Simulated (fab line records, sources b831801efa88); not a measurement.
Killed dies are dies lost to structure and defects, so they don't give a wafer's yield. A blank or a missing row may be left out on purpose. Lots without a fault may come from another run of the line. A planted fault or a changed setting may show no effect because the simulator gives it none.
A struck lot beside a sound one | flow sky130 | 16 steps out of a route of 708
Sound: wafers L963.4, L963.5, L963.6. Struck: wafer L971.5. (L971.6 of the same lot was not struck and is left out.) The cause comes at the end.
At each step with rows: each side's tool, then ch and its chambers, then its first start. Under that, the readings that differ: sound wafers | struck wafers | difference of the means | sigmas: that difference in standard deviations of wafers without a fault.
alike: readings whose means differ by less than 2 such deviations, and words and numbers that are the same on both sides. not compared: withheld readings, readings that some wafer has no value for, bounds like >300 that may hide the same value, and numbers for which the record gives no deviation and whose values overlap.
The two part at a step that has a row with sigmas, a row that says differs or no value, or rows on one side only. Numbers that don't overlap but have no deviation are shown without sigmas and don't part them. A reading that every wafer of one side lacks parts them only if that side has two wafers or more.

first, 2 steps without rows for these wafers: SKY_LOCAL_INTERCONNECT_PEB_09; SKY_LOCAL_INTERCONNECT_DEVELOP_10 (develop time 60 s).
SKY_LOCAL_INTERCONNECT_CD_MEAS_11: target cd 170 nm.
  sound on cd_sem-02, day 30 07:12; struck on cd_sem-01, day 33 03:17
  alike: cd_nm
SKY_LOCAL_INTERCONNECT_OVL_MEAS_12:
  sound on overlay-02, day 30 07:17; struck on overlay-02, day 33 03:20
  alike: LOCAL_INTERCONNECT_OVL
SKY_LOCAL_INTERCONNECT_ETCH_13: etches BARC in N2/H2, stops on SiO2, time 45.9 s, target depth 60 nm.
  sound on rie_metal-03 ch 0,1, day 30 07:19; struck on rie_metal-02 ch 1, day 33 03:24
  alike: drypump_motor_current_A, oes_product_au, throttle_valve_pct
  not compared: rf_hours_counter_h
SKY_LOCAL_INTERCONNECT_METAL_ETCH_14: etches TiN in Cl2/BCl3, stops on PSG, target depth 110 nm, time 31.4 s.
  sound on rie_metal-03 ch 0,1, day 30 07:23; struck on rie_metal-02 ch 1, day 33 03:27
  alike: bcl3_flow_sccm, drypump_motor_current_A, oes_product_au, throttle_valve_pct
  not compared: rf_hours_counter_h
SKY_LOCAL_INTERCONNECT_STRIP_15: strips in O2/N2.
  sound on plasma_asher-03 ch 0,1, day 30 07:26; struck on plasma_asher-02 ch 0, day 33 03:32
  reading                     | sound          | struck | difference | sigmas
  drypump_motor_current_A (A) | 4.92 4.99 5.44 | 5.62   | +0.50      | +2
  alike: oes_product_au, strip_time_to_endpoint_s
  not compared: rf_hours_counter_h
then, 3 steps without rows for these wafers: SKY_LOCAL_INTERCONNECT_STRIP_16 (strips in post etch residue remover, time 1200 s); SKY_LOCAL_INTERCONNECT_CLEAN_17 (cleans in IPA, time 180 s); SKY_LOCAL_INTERCONNECT_CLEAN_18 (cleans in O3/DIW).
SKY_CONTACT_CVD_00: deposits Si3N4, target thk 75 nm.
  sound on pecvd-02 ch 0,1,2, day 30 08:01; struck on pecvd-03 ch 0, day 33 04:07
  alike: heater_power_outer_w, heater_power_w
SKY_CONTACT_THK_MEAS_01:
  sound on film_metro-02, day 30 08:04; struck on film_metro-04, day 33 04:10
  alike: CONTACT_CVD_00_THK
SKY_CONTACT_HDPCVD_02: deposits SiO2, target thk 565 nm, time 94.2 s.
  sound on hdpcvd-01 ch 0,1,2, day 30 08:08; struck on hdpcvd-01 ch 2, day 33 04:14
  reading                                     | sound           | struck | difference | sigmas
  model.SiO2_of_CONTACT_HDPCVD_02.thk_nm (nm) | 567.6 571 567.7 | 420.5  | -148.3     |
  alike: pressure_mtorr
SKY_CONTACT_THK_MEAS_03:
  sound on film_metro-01, day 30 08:11; struck on film_metro-02, day 33 04:18
  reading                 | sound       | struck | difference | sigmas
  CONTACT_HDPCVD_THK (nm) | 568 571 568 | 420    | -149       | -29
SKY_CONTACT_CMP_04: polishes SiO2.
  sound on cmp-02 ch 0,1,2, day 30 08:22; struck on cmp-01 ch 0, day 33 04:31
  reading                | sound    | struck | difference | sigmas
  time_to_endpoint_s (s) | 87 90 83 | 29     | -58        | -15
  alike: motor_current_A, retaining_ring_pressure_frac
SKY_CONTACT_BOW_MEAS_05:
  sound on film_metro-04, day 30 08:35; struck on film_metro-01, day 33 04:42
  alike: CONTACT_BOW

WHERE THEY PART
First at SKY_LOCAL_INTERCONNECT_STRIP_15; last, within this record, at SKY_CONTACT_CMP_04. Later steps at which nothing parts them and some readings are alike: SKY_CONTACT_BOW_MEAS_05.

WHY: what the simulator had put in
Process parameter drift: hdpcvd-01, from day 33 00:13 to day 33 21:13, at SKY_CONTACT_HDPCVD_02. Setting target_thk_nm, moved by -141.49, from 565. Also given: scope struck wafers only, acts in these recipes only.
